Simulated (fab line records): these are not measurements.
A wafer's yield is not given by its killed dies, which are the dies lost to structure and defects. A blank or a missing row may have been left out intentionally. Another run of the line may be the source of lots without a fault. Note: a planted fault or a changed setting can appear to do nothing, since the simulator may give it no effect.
What tool caused it? | flow sky130 | 24 lots with 72 wafers sampled at 3 steps, on a route of 708 steps

WHAT THE GAUGES SHOWED, per wafer
SKY_VIA3_THK_MEAS_01. Usual: VIA3_HDPCVD_THK 1707 nm, standard deviation 25.
lot  | measured     | on            | VIA3_HDPCVD_THK (nm) | flag
L074 | day 39 03:18 | film metro-01 | 1729 1727 1712       |
L075 | day 39 03:25 | film metro-01 | 1684 1725 1747       |
L076 | day 39 14:49 | film metro-04 | 1710 1669 1744       |
L077 | day 39 16:18 | film metro-04 | 1728 1692 1698       |
L078 | day 40 09:08 | film metro-04 | 1677 1707 1693       |
L079 | day 41 00:17 | film metro-01 | 1726 1667 1713       |
L081 | day 41 01:53 | film metro-01 | 1706 1677 1737       |
L080 | day 41 01:10 | film metro-02 | 1682 1724 1725       |
L082 | day 41 07:01 | film metro-01 | 1715 1755 1739       |
L083 | day 41 18:54 | film metro-02 | 1674 1741 1720       |
L084 | day 41 22:03 | film metro-01 | 1663 1668 1732       |
L086 | day 42 12:20 | film metro-02 | 1717 1711 1713       |
L085 | day 42 13:59 | film metro-02 | 1734 1742 1731       |
L089 | day 43 06:30 | film metro-02 | 1724 1710 1699       |
L088 | day 43 10:21 | film metro-04 | 1721 1695 1732       |
L087 | day 43 12:50 | film metro-01 | 1679 1699 1720       |
L090 | day 43 14:25 | film metro-04 | 1683 1687 1708       |
L092 | day 44 06:14 | film metro-02 | 1721 1735 1721       |
L091 | day 44 07:05 | film metro-01 | 1696 1673 1704       |
L093 | day 44 13:25 | film metro-04 | 1721 1744 1687       |
L094 | day 44 13:28 | film metro-02 | 1728 1712 1719       |
L095 | day 44 22:39 | film metro-04 | 1649 1700 1641       |
L097 | day 45 04:54 | film metro-01 | 1736 1666 1686       |
L096 | day 45 10:20 | film metro-02 | 1720 1711 1723       |

WHAT TOOL EACH LOT RAN ON (gives the tool, then ch and the chambers of the sampled wafers, and finally the start)
lot  | SKY_CONTACT_CMP_04            | SKY_METAL3_STRIP_19
L074 | cmp-01 ch 0,2,3, day 30 18:04 | plasma asher-04 ch 0,1, day 39 02:30
L075 | cmp-01 ch 2,3, day 30 18:16   | plasma asher-01 ch 0,1, day 39 02:07
L076 | cmp-02 ch 1,2,3, day 31 05:04 | plasma asher-03 ch 0,1, day 39 13:39
L077 | cmp-01 ch 1,2,3, day 31 08:45 | plasma asher-03 ch 0,1, day 39 15:08
L078 | cmp-02 ch 0,2,3, day 32 05:04 | plasma asher-04 ch 0,1, day 40 08:22
L079 | cmp-02 ch 0,1,3, day 32 16:41 | plasma asher-03 ch 0,1, day 40 23:28
L081 | cmp-01 ch 0,1,3, day 32 17:00 | plasma asher-04 ch 0,1, day 41 00:41
L080 | cmp-02 ch 0,1,2, day 32 17:35 | plasma asher-01 ch 0,1, day 41 00:25
L082 | cmp-02 ch 1,2,3, day 33 03:07 | plasma asher-01 ch 0,1, day 41 06:01
L083 | cmp-02 ch 0,1,2, day 33 16:10 | plasma asher-03 ch 0,1, day 41 18:05
L084 | cmp-02 ch 0,2,3, day 33 16:31 | plasma asher-04 ch 0,1, day 41 20:56
L086 | cmp-01 ch 2,3, day 34 12:38   | plasma asher-01 ch 0, day 42 11:34
L085 | cmp-01 ch 0,1,3, day 34 15:13 | plasma asher-04 ch 0,1, day 42 13:10
L089 | cmp-01 ch 0,1,2, day 35 20:59 | plasma asher-01 ch 0,1, day 43 05:41
L088 | cmp-02 ch 1,2,3, day 35 22:03 | plasma asher-03 ch 0,1, day 43 09:30
L087 | cmp-02 ch 0,1,3, day 35 22:48 | plasma asher-04 ch 0,1, day 43 12:02
L090 | cmp-02 ch 0,1,2, day 35 23:30 | plasma asher-01 ch 0,1, day 43 12:50
L092 | cmp-01 ch 0,3, day 36 17:45   | plasma asher-01 ch 0,1, day 44 05:02
L091 | cmp-02 ch 1,2, day 36 19:55   | plasma asher-01 ch 0, day 44 06:16
L093 | cmp-02 ch 0,1, day 36 21:58   | plasma asher-01 ch 0,1, day 44 11:56
L094 | cmp-01 ch 0,1,2, day 37 00:40 | plasma asher-03 ch 0,1, day 44 11:56
L095 | cmp-02 ch 0,1,2, day 37 15:43 | plasma asher-01 ch 0,1, day 44 21:49
L097 | cmp-02 ch 0,1,3, day 37 21:03 | plasma asher-04 ch 0,1, day 45 04:08
L096 | cmp-02 ch 2,3, day 37 23:40   | plasma asher-03 ch 0,1, day 45 09:32
- SKY_CONTACT_CMP_04: polishes SiO2.
- SKY_METAL3_STRIP_19: strips in O2/N2.

AS READ BY THE TOOLS THEMSELVES (means over the sampled wafers that have a number; for cases with no such wafer, the mark the record gives instead)
SKY_CONTACT_CMP_04. Usual: motor current A 12.2 A, standard deviation 1.6; platen rpm 60.00 rpm, standard deviation 0.043; time to endpoint s 81 s, standard deviation 4.5.
lot  | tool   | motor current A (A) | platen rpm (rpm) | time to endpoint s (s) | flag
L074 | cmp-01 | 11.1                | 60.05            | 81                     |
L075 | cmp-01 | 10.9                | 59.98            | 78                     |
L076 | cmp-02 | 11.4                | 60.02            | 86                     |
L077 | cmp-01 | 12.8                | 60.01            | 85                     |
L078 | cmp-02 | 12.1                | 59.99            | 79                     |
L079 | cmp-02 | 12.1                | 60.03            | 81                     |
L081 | cmp-01 | 13.1                | 60.02            | 79                     |
L080 | cmp-02 | 12.5                | 60.02            | 83                     |
L082 | cmp-02 | 11.2                | 59.98            | 82                     |
L083 | cmp-02 | 12.5                | 59.98            | 84                     |
L084 | cmp-02 | 12.1                | 60.00            | 79                     |
L086 | cmp-01 | 11.0                | 59.95            | 80                     |
L085 | cmp-01 | 12.8                | 60.01            | 83                     |
L089 | cmp-01 | 12.2                | 60.02            | 80                     |
L088 | cmp-02 | 11.3                | 59.97            | 79                     |
L087 | cmp-02 | 12.0                | 59.99            | 78                     |
L090 | cmp-02 | 13.0                | 60.02            | 79                     |
L092 | cmp-01 | 11.6                | 59.97            | 84                     |
L091 | cmp-02 | 12.1                | 60.03            | 83                     |
L093 | cmp-02 | 13.5                | 59.99            | 81                     |
L094 | cmp-01 | 12.0                | 59.99            | 80                     |
L095 | cmp-02 | 12.5                | 60.05            | 83                     |
L097 | cmp-02 | 12.6                | 59.99            | 81                     |
L096 | cmp-02 | 10.6                | 60.02            | 85                     |

SKY_METAL3_STRIP_19. Usual: drypump motor current A 5.5 A, standard deviation 0.56; oes product au 0.495 a.u., standard deviation 0.0063; strip time to endpoint s 6.36 s, standard deviation 0.1.
lot  | tool            | drypump motor current A (A) | oes product au (a.u.) | strip time to endpoint s (s) | flag
L074 | plasma asher-04 | 6.1                         | 0.495                 | 6.33                         |
L075 | plasma asher-01 | 5.1                         | 0.498                 | 6.39                         |
L076 | plasma asher-03 | 5.4                         | 0.502                 | 6.41                         |
L077 | plasma asher-03 | 5.4                         | 0.495                 | 6.33                         |
L078 | plasma asher-04 | 6.3                         | 0.494                 | 6.28                         |
L079 | plasma asher-03 | 5.5                         | 0.492                 | 6.27                         |
L081 | plasma asher-04 | 6.3                         | 0.497                 | 6.38                         |
L080 | plasma asher-01 | 5.1                         | 0.497                 | 6.44                         |
L082 | plasma asher-01 | 5.1                         | 0.501                 | 6.46                         |
L083 | plasma asher-03 | 5.5                         | 0.494                 | 6.35                         |
L084 | plasma asher-04 | 6.1                         | 0.494                 | 6.32                         |
L086 | plasma asher-01 | 5.2                         | 0.496                 | 6.27                         |
L085 | plasma asher-04 | 6.3                         | 0.493                 | 6.45                         |
L089 | plasma asher-01 | 5.1                         | 0.489                 | 6.30                         |
L088 | plasma asher-03 | 5.5                         | 0.487                 | 6.23                         |
L087 | plasma asher-04 | 6.3                         | 0.494                 | 6.35                         |
L090 | plasma asher-01 | 4.9                         | 0.498                 | 6.43                         |
L092 | plasma asher-01 | 4.9                         | 0.502                 | 6.39                         |
L091 | plasma asher-01 | 5.2                         | 0.499                 | 6.43                         |
L093 | plasma asher-01 | 5.0                         | 0.493                 | 6.38                         |
L094 | plasma asher-03 | 5.5                         | 0.496                 | 6.35                         |
L095 | plasma asher-01 | 5.0                         | 0.499                 | 6.40                         |
L097 | plasma asher-04 | 6.4                         | 0.497                 | 6.39                         |
L096 | plasma asher-03 | 5.4                         | 0.496                 | 6.37                         |

THE ANSWER, worked out from the rows above alone
Rule: a lot counts as off when the mean over its wafers that have a number is more than 3 standard deviations away from the usual mean. Also off: a lot with no number at a reading for which 4 or more lots have one. Any other lot the step has rows for is counted as sound. After the gauges, taken in route order, come the tools' own readings; for these a lot's mean is taken, as printed above. At the first step where some lot is off, the reading lying furthest off is the one used; lots without a number count as furthest.
Nothing can be told from this: no lot is off at any reading shown.

WHAT THE SIMULATOR HAD INSERTED
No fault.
